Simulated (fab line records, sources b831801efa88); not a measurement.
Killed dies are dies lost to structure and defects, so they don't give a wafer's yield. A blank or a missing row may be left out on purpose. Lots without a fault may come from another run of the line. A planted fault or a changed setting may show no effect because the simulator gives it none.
A struck lot beside a sound one | flow sky130 | 34 steps out of a route of 708
Sound: wafers L596.1, L596.2, L596.4. Struck: wafer L589.3. (L589.6 of the same lot was not struck and is left out.) The cause comes at the end.
At each step with rows: each side's tool, then ch and its chambers, then its first start. Under that, the readings that differ: sound wafers | struck wafers | difference of the means | sigmas: that difference in standard deviations of wafers without a fault.
alike: readings whose means differ by less than 2 such deviations, and words and numbers that are the same on both sides. not compared: withheld readings, readings that some wafer has no value for, bounds like >300 that may hide the same value, and numbers for which the record gives no deviation and whose values overlap.
The two part at a step that has a row with sigmas, a row that says differs or no value, or rows on one side only. Numbers that don't overlap but have no deviation are shown without sigmas and don't part them. A reading that every wafer of one side lacks parts them only if that side has two wafers or more.

first, 8 steps without rows for these wafers: SKY_LOCAL_INTERCONNECT_ETCH_13 (etches BARC in N2/H2, stops on SiO2, time 45.9 s, target depth 60 nm); SKY_LOCAL_INTERCONNECT_METAL_ETCH_14 (etches TiN in Cl2/BCl3, stops on PSG, target depth 110 nm, time 31.4 s); SKY_LOCAL_INTERCONNECT_STRIP_15 (strips in O2/N2); SKY_LOCAL_INTERCONNECT_STRIP_16 (strips in post etch residue remover, time 1200 s); SKY_LOCAL_INTERCONNECT_CLEAN_17 (cleans in IPA, time 180 s); SKY_LOCAL_INTERCONNECT_CLEAN_18 (cleans in O3/DIW); SKY_CONTACT_CVD_00 (deposits Si3N4, target thk 75 nm); SKY_CONTACT_HDPCVD_02 (deposits SiO2, target thk 565 nm, time 94.2 s).
SKY_CONTACT_CMP_04: polishes SiO2.
  sound on cmp-01 ch 0,1,2, day 36 14:06; struck on cmp-01 ch 1, day 34 10:34
  reading                                     | sound           | struck | difference | sigmas
  time_to_endpoint_s (s)                      | 81 80 80        | 108    | +28        | +6
  model.SiO2_of_CONTACT_HDPCVD_02.thk_nm (nm) | 340.3 338.6 339 | 418.7  | +79.4      |
  alike: head_pressure_psi, motor_current_A
then, 9 steps without rows for these wafers: SKY_CONTACT_DEHYDRATE_06 (time 60 s); SKY_CONTACT_HMDS_07 (prime time 60 s); SKY_CONTACT_COAT_08 (resist thk 60 nm); SKY_CONTACT_COAT_09 (resist thk 450 nm); SKY_CONTACT_SOFTBAKE_10 (time 90 s); SKY_CONTACT_EXPOSE_11 (exposes mask CTM1, target cd 170 nm); SKY_CONTACT_PEB_12; SKY_CONTACT_DEVELOP_13 (develop time 60 s); SKY_CONTACT_ETCH_16 (etches BARC in N2/H2, stops on SiO2, time 45.9 s, target depth 60 nm).
SKY_CONTACT_ETCH_17: etches SiO2 in C4F8/O2/Ar, stops on Si3N4, target depth 340 nm.
  sound on rie_diel-01 ch 0,1,3, day 37 16:35; struck on rie_diel-01 ch 2, day 35 13:17
  reading                             | sound             | struck | difference | sigmas
  oes_product_au (a.u.)               | 0.898 0.890 0.889 | 1.002  | +0.110     | +23
  model.CONTACT.feature_depth_nm (nm) | 340.3 338.6 339   | 415.9  | +76.6      |
  model.etch.depth_nm (nm)            | 340.3 338.6 339   | 415.9  | +76.6      |
  alike: chamber_pressure_mTorr
then, 13 steps without rows for these wafers: SKY_CONTACT_ETCH_18 (etches Si3N4 in CHF3/O2, stops on TiN, time 39 s, target depth 75 nm); SKY_CONTACT_STRIP_19 (strips in O2/N2); SKY_CONTACT_STRIP_20 (strips in post etch residue remover, time 1200 s); SKY_CONTACT_CLEAN_21 (cleans in IPA, time 180 s); SKY_CONTACT_CLEAN_22 (cleans in O3/DIW); SKY_CONTACT_SPUTTER_23 (material TiN, target thk 20 nm, time 80 s); SKY_CONTACT_CVD_24 (deposits W, target thk 340 nm, time 102.12 s); SKY_CONTACT_CMP_27 (polishes, stops on SiO2, t overpolish 15 s, target thk 0 nm); SKY_METAL1_SPUTTER_00 (material Ti, target thk 15 nm, time 10 s); SKY_METAL1_SPUTTER_01 (material TiN, target thk 20 nm, time 16.7 s); SKY_METAL1_SPUTTER_02 (material AlCu, target thk 250 nm, time 13.3 s); SKY_METAL1_SPUTTER_03 (material Ti, target thk 5 nm, time 3.3 s); SKY_METAL1_SPUTTER_04 (material TiN, target thk 70 nm, time 58.3 s).
SKY_METAL1_METAL_ETCH_19: etches the open film in Cl2/BCl3, stops on SiO2, target depth 360 nm, time 78 s.
  sound on rie_metal-03 ch 0,1, day 38 19:45; struck on rie_metal-03 ch 1, day 36 17:38
  reading                                     | sound             | struck | difference | sigmas
  model.SiO2_of_CONTACT_HDPCVD_02.thk_nm (nm) | 326.4 324.5 325.1 | 404.8  | +79.5      |
  alike: chamber_pressure_mTorr, drypump_motor_current_A, he_backside_leak_sccm, oes_product_au, throttle_valve_pct
  not compared: rf_hours_counter_h
-- the record jumps here: 12 days lie between the struck wafers' starts before and after (it left off in module METAL1 and takes up again in module PAD_OPEN, whose first step shown is number 708 of the route) --
SKY_PAD_OPEN_PROBE_99:
  sound on prober-02, day 50 06:57; struck on prober-01, day 48 18:37
  reading                       | sound             | struck | difference | sigmas
  killed_at_contacts            | 21 21 22          | 96     | +75        | +16
  killed_dies                   | 90 68 88          | 157    | +75        | +8
  killed_on_rim                 | 15 11 18          | 45     | +30        | +8
  model.etest.mcon_chain.rc_ohm | 16.77 16.58 16.86 | 22.75  | +6.01      |
  alike: killed_at_M0_to_M3, killed_at_M4_up, killed_at_front_end, killed_at_other, killed_open, killed_short

WHERE THEY PART
First at SKY_CONTACT_CMP_04; last, within this record, at SKY_PAD_OPEN_PROBE_99.

WHY: what the simulator had put in
Process parameter drift: cmp-01, from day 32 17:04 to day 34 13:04, at SKY_CONTACT_CMP_04. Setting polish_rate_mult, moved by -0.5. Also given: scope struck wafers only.
